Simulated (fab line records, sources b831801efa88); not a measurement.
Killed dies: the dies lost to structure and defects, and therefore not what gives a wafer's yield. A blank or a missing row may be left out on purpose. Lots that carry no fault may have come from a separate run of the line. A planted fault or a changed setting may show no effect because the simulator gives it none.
Comparing a struck lot with a sound one | flow sfq line | 28 steps out of a route of 325
Sound: wafers L197.3, L197.4, L197.6. Wafers L205.3, L205.5, L205.6 were the ones struck. The cause is named last.
For every step that has rows: the tool of each side, followed by ch and its chambers, followed by its first start. Under that, the readings that differ: sound wafers | struck wafers | difference of the means | sigmas: that difference in standard deviations of wafers without a fault.
alike: same words and numbers on both sides, and readings whose means sit less than 2 such deviations apart. not compared: any withheld reading, any reading some wafer has no value for, any bound like >300 that may hide the same value, and any number with overlapping values for which the record gives no deviation.
A row with sigmas, a row that says differs or no value, or rows on one side alone: a step with any of these is where the two part. When numbers do not overlap yet have no deviation, they are printed without sigmas and do not part them. A reading missing from all wafers of one side parts the sides only when that side holds two or more wafers.

first, 6 steps without rows for these wafers: SFQ_TRILAYER_M3_LITHO_COAT_080 (resist thk 62 nm); SFQ_TRILAYER_M3_LITHO_COAT_075 (resist thk 600 nm); SFQ_TRILAYER_M3_LITHO_SOFTBAKE_079; SFQ_TRILAYER_M3_LITHO_EXPOSE_076 (exposes mask M3, target cd 500 nm); SFQ_TRILAYER_M3_LITHO_PEB_078 (peb time 60 s); SFQ_TRILAYER_M3_LITHO_DEVELOP_077 (time 60 s).
SFQ_M3_OVL_MEAS_921:
  sound on overlay-01 at day 28 06:14; struck on overlay-01 at day 30 18:59
  alike: M3_OVL
then, 2 steps without rows for these wafers: SFQ_TRILAYER_M3_BARC_OPEN_METAL_ETCH_100 (etches BARC in O2, target depth 125 nm, time 41.7 s); SFQ_TRILAYER_M3_ETCH_METAL_ETCH_078 (etches Nb in Cl2/Ar, stops on SiO2, target depth 240 nm, time 120 s).
SFQ_TRILAYER_M3_STRIP_STRIP_079: strips in O2.
  sound on rie metal-01 ch 0,1, day 28 06:38; struck on rie metal-03 ch 0,1, day 30 19:23
  alike: drypump motor current A, oes product au
  not compared: rf hours counter h
then, 1 step without rows for these wafers: SFQ_TRILAYER_M3_STRIP_SOLV_CLEAN_080 (cleans in NMP, time 600 s).
SFQ_TRILAYER_I3_DEP_PECVD_081: deposits SiO2 from SiH4/N2O, time 111.11 s, target thk 500 nm.
  sound on pecvd-04 ch 0,1, day 28 07:14; struck on pecvd-04 ch 0,1, day 30 19:58
  alike: heater power w, throttle valve pct
-- the record jumps here: 2 days lie between the struck wafers' starts before and after --
SFQ_TRILAYER_I3_CMP_CMP_082: polishes SiO2.
  sound on cmp-01 ch 0,1, day 29 10:19; struck on cmp-01 ch 2,3, day 32 20:34
  reading                                             | sound             | struck            | difference | sigmas
  time to endpoint s (s)                              | 204 235 202       | 225 243 233       | +20        | +2
  model.SiO2_of_TRILAYER_I3_DEP_PECVD_081.thk nm (nm) | 197.5 200.7 197.4 | 180.3 180.2 179.7 | -18.5      |
  alike: head pressure psi, motor current A
SFQ_I3_BOW_MEAS_922:
  sound on film metro-04 at day 29 13:22; struck on film metro-04 at day 32 23:37
  alike: I3_BOW
SFQ_TRILAYER_I3_METRO_MEASURE_083:
  sound on film metro-04 at day 29 13:50; struck on film metro-04 at day 33 00:05
  reading     | sound             | struck            | difference | sigmas
  thk nm (nm) | 197.5 200.6 197.4 | 180.3 180.1 179.7 | -18.5      | -12
then, 6 steps without rows for these wafers: SFQ_TRILAYER_I3_VIA_LITHO_COAT_090 (resist thk 62 nm); SFQ_TRILAYER_I3_VIA_LITHO_COAT_085 (resist thk 650 nm); SFQ_TRILAYER_I3_VIA_LITHO_SOFTBAKE_089; SFQ_TRILAYER_I3_VIA_LITHO_EXPOSE_086 (exposes mask I3, target cd 500 nm); SFQ_TRILAYER_I3_VIA_LITHO_PEB_088 (peb time 60 s); SFQ_TRILAYER_I3_VIA_LITHO_DEVELOP_087 (time 60 s).
-- the record jumps here: 3 days lie between the struck wafers' starts before and after --
SFQ_I3_OVL_MEAS_923:
  sound on overlay-01 at day 33 12:53; struck on overlay-01 at day 36 04:02
  alike: I3_OVL
SFQ_TRILAYER_I3_VIA_BARC_OPEN_VIA_ETCH_121: etches BARC in O2, target depth 125 nm, time 41.7 s.
  sound on rie diel-03 ch 0,1,3, day 33 12:55; struck on rie diel-03 ch 2,3, day 36 04:04
  alike: drypump motor current A, oes product au
  not compared: rf hours counter h
SFQ_TRILAYER_I3_VIA_ETCH_VIA_ETCH_088: etches SiO2 in CHF3, stops on Nb, target depth 260 nm.
  sound on rie diel-03 ch 0,1,3, day 33 12:57; struck on rie diel-03 ch 2,3, day 36 04:06
  reading                        | sound             | struck            | difference | sigmas
  oes product au (a.u.)          | 0.849 0.859 0.845 | 0.805 0.803 0.808 | -0.046     | -8
  model.I3.feature depth nm (nm) | 197.5 200.7 197.4 | 180.3 180.2 179.7 | -18.5      |
  model.etch.depth nm (nm)       | 197.5 200.7 197.4 | 180.3 180.2 179.7 | -18.5      |
  alike: drypump motor current A
SFQ_TRILAYER_I3_VIA_STRIP_STRIP_089: strips in O2.
  sound on rie metal-02 ch 0,1, day 33 13:16; struck on rie metal-02 ch 0,1, day 36 04:25
  alike: drypump motor current A, oes product au
  not compared: rf hours counter h
then, 1 step without rows for these wafers: SFQ_TRILAYER_I3_VIA_STRIP_SOLV_CLEAN_090 (cleans in NMP, time 600 s).
SFQ_TRILAYER_M4_DEP_PRE_CLEAN_092: time 22.5 s.
  sound on pvd sputter-03 at day 33 13:50; struck on pvd sputter-05 at day 36 04:59
  reading                                             | sound           | struck            | difference | sigmas
  model.SiO2_of_TRILAYER_I3_DEP_PECVD_081.thk nm (nm) | 190 193.2 189.9 | 172.8 172.7 172.2 | -18.5      |
SFQ_TRILAYER_M4_DEP_SPUTTER_091: material Nb, target thk 200 nm, time 133.3 s.
  sound on pvd sputter-03 at day 33 13:52; struck on pvd sputter-05 at day 36 05:01
  alike: chamber pressure pa, throttle valve pct

== WHERE THEY PART ==
Last at SFQ_TRILAYER_I3_VIA_ETCH_VIA_ETCH_088 as far as this record goes, first at SFQ_TRILAYER_I3_CMP_CMP_082. Later steps at which nothing parts them and some readings are alike: SFQ_TRILAYER_I3_VIA_STRIP_STRIP_089, SFQ_TRILAYER_M4_DEP_SPUTTER_091.

WHY: whatever the simulator had introduced
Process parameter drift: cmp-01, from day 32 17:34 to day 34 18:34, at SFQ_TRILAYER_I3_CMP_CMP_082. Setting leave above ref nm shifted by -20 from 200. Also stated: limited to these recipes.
